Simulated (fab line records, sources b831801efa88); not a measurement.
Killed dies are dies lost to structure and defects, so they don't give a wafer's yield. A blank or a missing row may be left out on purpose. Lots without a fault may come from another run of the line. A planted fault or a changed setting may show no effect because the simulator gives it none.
fab line records | flow sfq_line
record lots=15 wafers=45 last_day=96
route steps=325 shown R5@224 I5@237 I6@274
lots that met no fault: from a run of the same line without faults
start_h: hours from the record's first day to the start of the lot's first wafer shown | wait_h: hours since the lot's step before | " the same as in the row above | L1.1+2: a row that stands for several wafers | - no value, or no start given | * or withheld: withheld | < > ~ a bound
route shown NAME@n: a module of which the file shows steps, and the number in the route of the first | usual: mean/standard deviation of fault-free wafers | same: alike in all rows | chamber/n: place in a boat | sites: the reading at each site | _std_site: their standard deviation | _edge_site: outer sites' mean less inner sites' | radius_mm: how far each site lies from the wafer's centre | mask NAME#n: copy n | behind: the tool/chamber that last shaped the wafer | hold: why the lot was held/for how many hours/how that ended | device: the transistor (n, p or np) that didn't switch | end of line: the same wafers' tests at the end of the route | a step without rows: its recipe alone | killed: dies lost to structure and defects at the first sort, not the wafer's yield | map: a wafer's dies, x killed, . not, _ none there
set.NAME: the setting as run; set.NAME@STEP: as run at that earlier step | model.NAME: the simulator's own value behind a step, which no gauge read
steps of the route over a sample of lots; a table a step, a row a wafer
services: from which hour (start_h, from the record's first day; less than 0 if before it) a tool's chamber was out of use, for how many hours, and why
## steps
# step SFQ_TRILAYER_R5_BARC_OPEN_METAL_ETCH_177
# recipe mask_material=PR chemistry=O2 target_depth_nm=125 target=BARC icp_w=600 bias_w=80 pressure_mtorr=10 time_s=41.7
# usual drypump_motor_current_A=6.0/0.34 oes_product_au=0.686/0.0045
# same time_s=41.7
# columns lot.wafer tool chamber start_h wait_h drypump_motor_current_A oes_product_au rf_hours_counter_h
L839.1 rie_metal-04 1 1481.88 0.0 6.4 0.675 8
L839.5 " 0 " " 5.7 0.689 -
L839.6 " 1 " " 6.3 0.683 -
L840.1 rie_metal-02 1 1486.68 0.0 6.0 0.688 107
L840.5 " 0 " " 5.5 0.689 -
L840.6 " 1 " " 6.0 0.683 -
L841.2 rie_metal-04 0 1493.61 0.0 5.7 0.690 53
L841.3 " 1 " " 6.4 0.684 -
L841.4 " 0 " " 5.7 0.688 -
L842.1 rie_metal-03 1 1499.61 0.0 5.8 0.691 92
L842.2 " 0 " " 6.4 0.679 9
L842.5 " 1 " " 5.8 0.687 -
L843.1 rie_metal-04 1 1503.21 0.0 6.4 0.689 12
L843.3 " 0 " " 5.7 0.693 -
L843.4 " 1 " " 6.4 0.680 -
L844.1 rie_metal-04 1 1510.41 0.0 6.4 0.683 14
L844.4 " 0 " " 5.7 0.685 -
L844.6 " 0 " " 5.7 0.681 -
L846.1 rie_metal-04 0 1534.41 0.0 5.7 0.686 60
L846.5 " 1 " " 6.3 0.686 -
L846.6 " 0 " " 5.7 0.679 -
L847.4 rie_metal-02 1 1535.63 0.0 6.0 0.695 -
L847.5 " 1 " " 6.0 0.690 -
L847.6 " 0 " " 5.5 0.690 -
L848.1 rie_metal-04 0 1542.89 0.0 5.7 0.686 60
L848.4 " 1 " " 6.4 0.689 -
L848.6 " 1 " " 6.4 0.683 -
L849.2 rie_metal-02 1 1547.49 0.0 6.0 0.682 115
L849.5 " 0 " " 5.4 0.689 -
L849.6 " 1 " " 6.0 0.688 -
L850.1 rie_metal-04 1 1555.97 0.0 6.3 0.684 19
L850.3 " 1 " " 6.4 0.690 -
L850.4 " 0 " " 5.7 0.689 -
L853.4 rie_metal-02 1 1584.71 0.0 6.0 0.686 -
L853.5 " 1 " " 6.0 0.678 -
L853.6 " 0 " " 5.5 0.688 -
L857.1 rie_metal-04 0 1636.44 0.0 5.7 0.680 70
L857.2 " 1 " " 6.4 0.674 33
L857.6 " 1 " " 6.4 0.681 -
L860.2 rie_metal-04 0 1791.33 0.0 5.7 0.687 90
L860.4 " 1 " " 6.4 0.686 -
L860.6 " 1 " " 6.4 0.681 -
L861.4 rie_metal-02 0 1891.07 0.0 5.5 0.687 -
L861.5 " 0 " " 5.5 0.686 -
L861.6 " 1 " " 6.0 0.679 -
# step SFQ_TRILAYER_I5_ETCH_VIA_ETCH_147
# recipe stop_on=Nb mask_material=PR chemistry=CHF3 target_depth_nm=360 source_w=500 bias_w=80 pressure_mtorr=30 time_s=withheld
# usual drypump_motor_current_A=5.9/0.4 oes_product_au=0.990/0.0053
# columns lot.wafer tool chamber start_h wait_h drypump_motor_current_A oes_product_au
L839.1 rie_diel-03 1 1590.81 0.0 5.5 0.986
L839.5 " 1 " " 5.5 0.985
L839.6 " 2 " " 6.5 0.999
L840.1 rie_diel-01 3 1596.81 0.0 5.3 0.989
L840.5 " 3 " " 5.3 0.996
L840.6 " 0 " " 5.4 0.989
L841.2 rie_diel-01 1 1608.94 0.0 6.0 0.989
L841.3 " 0 " " 5.4 0.987
L841.4 " 2 " " 6.2 0.992
L842.1 rie_diel-03 0 1620.91 0.0 6.4 0.995
L842.2 " 1 " " 5.5 0.992
L842.5 " 2 " " 6.5 0.992
L843.1 rie_diel-02 3 1626.91 0.0 6.4 0.979
L843.3 " 1 " " 5.7 0.995
L843.4 " 1 " " 5.7 1.002
L844.1 rie_diel-01 0 1640.11 0.0 5.4 0.987
L844.4 " 3 " " 5.3 0.991
L844.6 " 2 " " 6.2 0.986
L846.1 rie_diel-01 1 1663.30 0.0 5.9 0.988
L846.5 " 1 " " 5.9 1.004
L846.6 " 0 " " 5.4 0.986
L847.4 rie_diel-02 2 1665.70 0.0 6.3 0.987
L847.5 " 0 " " 6.1 0.984
L847.6 " 3 " " 6.3 0.982
L848.1 rie_diel-01 2 1675.30 0.0 6.1 0.984
L848.4 " 3 " " 5.3 0.988
L848.6 " 2 " " 6.1 0.997
L849.2 rie_diel-01 3 1682.50 0.0 5.3 0.982
L849.5 " 1 " " 6.0 0.998
L849.6 " 0 " " 5.4 0.995
L850.1 rie_diel-02 2 1692.18 0.0 6.2 0.987
L850.3 " 0 " " 6.1 0.991
L850.4 " 3 " " 6.4 0.991
L853.4 rie_diel-01 1 1718.58 0.0 5.9 0.995
L853.5 " 2 " " 6.1 0.994
L853.6 " 3 " " 5.3 0.985
L857.1 rie_diel-03 1 1763.11 0.0 5.5 0.980
L857.2 " 2 " " 6.5 0.990
L857.6 " 1 " " 5.5 0.983
L860.2 rie_diel-03 2 1794.57 0.0 6.5 1.000
L860.4 " 0 " " 6.4 0.993
L860.6 " 2 " " 6.5 0.989
L861.4 rie_diel-02 1 1894.30 0.0 5.7 0.995
L861.5 " 2 " " 6.2 0.983
L861.6 " 1 " " 5.7 0.995
# step SFQ_TRILAYER_I5_STRIP_STRIP_148
# recipe gas=O2 power_w=200 platen_temp_c=40 overash_fraction=0.65 chemistry=O2 pressure_mtorr=51.21
# usual drypump_motor_current_A=5.87/0.29 oes_product_au=0.998/0.0087
# columns lot.wafer tool chamber start_h wait_h drypump_motor_current_A oes_product_au rf_hours_counter_h
L839.1 rie_metal-01 1 1590.96 - 5.88 1.009 47
L839.5 " 1 " " 5.89 1.013 -
L839.6 " 0 " " 5.65 0.999 -
L840.1 rie_metal-01 1 1596.96 - 5.87 1.000 48
L840.5 " 0 " " 5.65 1.005 -
L840.6 " 1 " " 5.84 1.015 -
L841.2 rie_metal-03 0 1609.09 - 6.34 0.999 24
L841.3 " 1 " " 5.82 0.996 -
L841.4 " 0 " " 6.32 0.996 -
L842.1 rie_metal-02 0 1621.06 - 5.47 0.979 37
L842.2 " 1 " " 6.03 0.989 128
L842.5 " 0 " " 5.47 0.983 -
L843.1 rie_metal-03 0 1627.06 - 6.34 1.006 26
L843.3 " 1 " " 5.80 0.993 -
L843.4 " 0 " " 6.33 0.998 -
L844.1 rie_metal-02 0 1640.26 - 5.47 0.989 41
L844.4 " 0 " " 5.49 0.985 -
L844.6 " 0 " " 5.47 0.991 -
L846.1 rie_metal-01 1 1663.45 - 5.86 1.009 59
L846.5 " 1 " " 5.88 1.020 -
L846.6 " 0 " " 5.65 0.999 -
L847.4 rie_metal-01 0 1666.05 - 5.64 1.001 -
L847.5 " 0 " " 5.66 1.002 -
L847.6 " 1 " " 5.84 1.009 -
L848.1 rie_metal-03 0 1675.45 - 6.35 0.998 34
L848.4 " 1 " " 5.80 0.987 -
L848.6 " 0 " " 6.36 0.993 -
L849.2 rie_metal-01 0 1682.65 - 5.64 1.012 24
L849.5 " 1 " " 5.88 1.007 -
L849.6 " 0 " " 5.63 0.998 -
L850.1 rie_metal-02 1 1692.33 - 5.98 0.999 3
L850.3 " 1 " " 6.02 0.995 -
L850.4 " 0 " " 5.44 1.007 -
L853.4 rie_metal-03 0 1718.93 - 6.36 1.004 -
L853.5 " 1 " " 5.83 0.990 -
L853.6 " 0 " " 6.36 0.995 -
L857.1 rie_metal-01 0 1763.26 - 5.63 0.990 34
L857.2 " 1 " " 5.88 1.001 69
L857.6 " 0 " " 5.65 0.999 -
L860.2 rie_metal-02 1 1794.72 - 6.00 0.991 13
L860.4 " 0 " " 5.48 0.991 -
L860.6 " 0 " " 5.47 1.006 -
L861.4 rie_metal-03 0 1894.65 - 6.33 1.006 -
L861.5 " 0 " " 6.31 1.015 -
L861.6 " 1 " " 5.83 1.000 -
# step SFQ_TRILAYER_I6_VIA_LITHO_PEB_172
# recipe peb_temp_c=115 peb_time_s=60 resist=KrF
# usual chill_plate_temp_C=23.00/0.092 exhaust_pa=45.0/0.94
# columns lot.wafer tool chamber start_h wait_h chill_plate_temp_C exhaust_pa
L839.1 litho_track-01 0 1824.19 1.0 22.93 46.6
L839.5 " 0 " " 22.91 45.6
L839.6 " 0 " " 22.96 46.0
L840.1 litho_track-03 0 1853.52 1.0 23.05 45.0
L840.5 " 0 " " 23.06 42.9
L840.6 " 0 " " 23.00 44.5
L841.2 litho_track-02 0 1859.54 0.8 22.95 45.9
L841.3 " 0 " " 22.98 45.3
L841.4 " 0 " " 23.10 45.3
L842.1 litho_track-02 0 1863.12 1.0 22.90 46.1
L842.2 " 0 " " 22.98 47.1
L842.5 " 0 " " 23.13 45.5
L843.1 litho_track-03 0 1866.72 1.0 22.85 44.9
L843.3 " 0 " " 23.06 43.5
L843.4 " 0 " " 22.93 43.9
L844.1 litho_track-03 0 1878.72 1.0 23.03 45.7
L844.4 " 0 " " 23.16 45.8
L844.6 " 0 " " 22.96 44.1
L846.1 litho_track-03 0 1899.12 1.0 23.10 42.6
L846.5 " 0 " " 23.06 43.2
L846.6 " 0 " " 23.20 44.5
L847.4 litho_track-03 0 1900.39 0.5 22.96 45.9
L847.5 " 0 " " 23.02 45.1
L847.6 " 0 " " 22.91 45.9
L848.1 litho_track-03 - 1904.79 1.0 - -
L848.4 " - " " - -
L848.6 " - " " - -
L849.2 litho_track-03 - 1909.62 0.8 - -
L849.5 " - " " - -
L849.6 " - " " - -
L850.1 litho_track-01 - 1911.99 1.0 - -
L850.3 " - " " - -
L850.4 " - " " - -
L853.4 litho_track-03 0 1950.09 0.5 22.97 44.1
L853.5 " 0 " " 22.99 45.1
L853.6 " 0 " " 23.06 45.3
L857.1 litho_track-03 0 1976.04 1.0 23.08 44.9
L857.2 " 0 " " 22.97 44.0
L857.6 " 0 " " 23.09 44.4
L860.2 litho_track-02 0 2093.32 0.8 23.11 46.5
L860.4 " 0 " " 22.97 45.3
L860.6 " 0 " " 23.00 46.0
L861.4 litho_track-03 0 2113.89 0.5 22.99 44.9
L861.5 " 0 " " 22.97 44.0
L861.6 " 0 " " 22.94 44.1
## services
# columns tool chamber start_h hours kind
rie_diel-01 - 1469.41 15.6 pm
rie_metal-01 1 1479.11 9.3 repair
rie_diel-01 2 1485.50 4.3 repair
rie_diel-01 3 1563.21 7.2 repair
rie_metal-04 - 1571.34 14.6 pm
rie_metal-04 0 1598.16 22.3 repair
rie_diel-01 1 1612.86 8.1 repair
rie_metal-02 - 1615.47 0.2 repair
rie_diel-01 0 1648.34 14.1 repair
rie_diel-01 1 1654.09 6.5 repair
rie_metal-04 - 1680.12 0.4 repair
rie_metal-01 1 1739.91 20.6 repair
rie_diel-01 3 1743.61 35.9 repair
rie_diel-01 2 1748.94 3.0 repair
rie_diel-01 1 1750.92 1.6 repair
rie_metal-03 1 1763.47 5.0 repair
rie_diel-01 2 1774.12 3.0 repair
rie_metal-04 - 1940.87 0.6 repair
rie_metal-04 - 1942.94 0.1 repair
rie_diel-01 0 1963.61 4.0 repair
rie_metal-04 - 1965.90 2.8 pm
rie_diel-01 0 2010.75 5.7 repair
rie_metal-02 - 2021.83 0.3 repair
rie_diel-01 - 2059.91 2.1 repair
## key
first_sign step=SFQ_TRILAYER_I6_VIA_LITHO_PEB_172 reading=tool_record direction=missing
effect none on later readings
met_at SFQ_TRILAYER_I6_VIA_LITHO_PEB_172
struck_lots L848,L849,L850
not_acting_at SFQ_TRILAYER_R5_BARC_OPEN_METAL_ETCH_177,SFQ_TRILAYER_I5_ETCH_VIA_ETCH_147,SFQ_TRILAYER_I5_STRIP_STRIP_148
onset_between 1900.39 1904.79
fault kind=skipped_step_whole tool=litho_track-01,litho_track-03 chamber=- onset_h=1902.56 steps=SFQ_TRILAYER_I6_VIA_LITHO_PEB_172 scope=struck_lots_only
